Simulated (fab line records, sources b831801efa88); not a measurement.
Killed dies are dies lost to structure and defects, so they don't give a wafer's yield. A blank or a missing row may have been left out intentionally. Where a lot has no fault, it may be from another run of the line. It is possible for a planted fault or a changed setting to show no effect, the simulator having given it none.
Chamber matching :: flow sky130 :: SKY_VIA2_CMP_02 on cmp-01: 4 sister chambers
The step polishes SiO2. 16 wafers are shown with their chamber, then 8 later ones without.

== WAFERS, EACH WITH ITS CHAMBER ==
wafer: L638.4
chamber: 0
motor_current_A (A): 10.1
head_pressure_psi (psi): 3.999

wafer: L638.5
chamber: 1
motor_current_A (A): 12.9
head_pressure_psi (psi): 4.007

wafer: L638.6
chamber: 2
motor_current_A (A): 13.6
head_pressure_psi (psi): 4.001

wafer: L639.1
chamber: 3
motor_current_A (A): 13.6
head_pressure_psi (psi): 4.007

wafer: L639.3
chamber: 2
motor_current_A (A): 14.4
head_pressure_psi (psi): 3.978

wafer: L639.5
chamber: 2
motor_current_A (A): 13.3
head_pressure_psi (psi): 3.985

wafer: L641.1
chamber: 0
motor_current_A (A): 10.4
head_pressure_psi (psi): 4.008

wafer: L641.4
chamber: 1
motor_current_A (A): 12.6
head_pressure_psi (psi): 4.000

wafer: L641.5
chamber: 2
motor_current_A (A): 13.8
head_pressure_psi (psi): 3.989

wafer: L647.1
chamber: 3
motor_current_A (A): 14.0
head_pressure_psi (psi): 4.004

wafer: L647.5
chamber: 3
motor_current_A (A): 14.4
head_pressure_psi (psi): 4.005

wafer: L647.6
chamber: 2
motor_current_A (A): 13.4
head_pressure_psi (psi): 4.010

wafer: L648.1
chamber: 0
motor_current_A (A): 10.7
head_pressure_psi (psi): 4.002

wafer: L648.5
chamber: 1
motor_current_A (A): 12.7
head_pressure_psi (psi): 3.999

wafer: L648.6
chamber: 2
motor_current_A (A): 14.0
head_pressure_psi (psi): 3.990

wafer: L655.1
chamber: 1
motor_current_A (A): 12.0
head_pressure_psi (psi): 3.997

SIGNATURES, as means of the wafers listed above
reading: motor_current_A
chamber 0: 10.400
chamber 1: 12.550
chamber 2: 13.750
chamber 3: 14.000
scatter within a chamber: 0.386

reading: head_pressure_psi
chamber 0: 4.00300
chamber 1: 4.00075
chamber 2: 3.99217
chamber 3: 4.00533
scatter within a chamber: 0.00799
Rule: a wafer's distance from a chamber is the root of the sum, over the readings, of the square of ((its reading less the chamber's mean) divided by the reading's scatter). The wafer belongs to the nearest chamber; if the next one is less than 2 further off, it can't be placed. The scatter: the root of (the sum of the squares of (reading less its chamber's mean) over the shown wafers, divided by (wafers less chambers)).

== WAFERS WITHOUT THEIR CHAMBER ==
wafer: L655.5
motor_current_A (A): 13.2
head_pressure_psi (psi): 4.000

wafer: L655.6
motor_current_A (A): 14.1
head_pressure_psi (psi): 4.006

wafer: L656.1
motor_current_A (A): 14.8
head_pressure_psi (psi): 4.000

wafer: L656.2
motor_current_A (A): 14.5
head_pressure_psi (psi): 3.983

wafer: L656.5
motor_current_A (A): 10.8
head_pressure_psi (psi): 3.984

wafer: L657.1
motor_current_A (A): 10.4
head_pressure_psi (psi): 4.002

wafer: L657.3
motor_current_A (A): 15.0
head_pressure_psi (psi): 3.997

wafer: L657.4
motor_current_A (A): 14.7
head_pressure_psi (psi): 3.993

== CHAMBER TAKEN BY EACH ==
wafer: L655.5
from the rows above: can't be placed: 1 or 2 or 3
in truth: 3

wafer: L655.6
from the rows above: can't be placed: 3 or 2
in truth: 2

wafer: L656.1
from the rows above: can't be placed: 3 or 2
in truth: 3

wafer: L656.2
from the rows above: can't be placed: 2 or 3
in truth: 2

wafer: L656.5
from the rows above: 0
in truth: 0

wafer: L657.1
from the rows above: 0
in truth: 0

wafer: L657.3
from the rows above: can't be placed: 3 or 2
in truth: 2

wafer: L657.4
from the rows above: can't be placed: 3 or 2
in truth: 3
Correct placement for 2 of the 8. Unplaceable from these rows: 6, with the true chamber sitting among the candidates in 6. Number placed wrongly: 0.
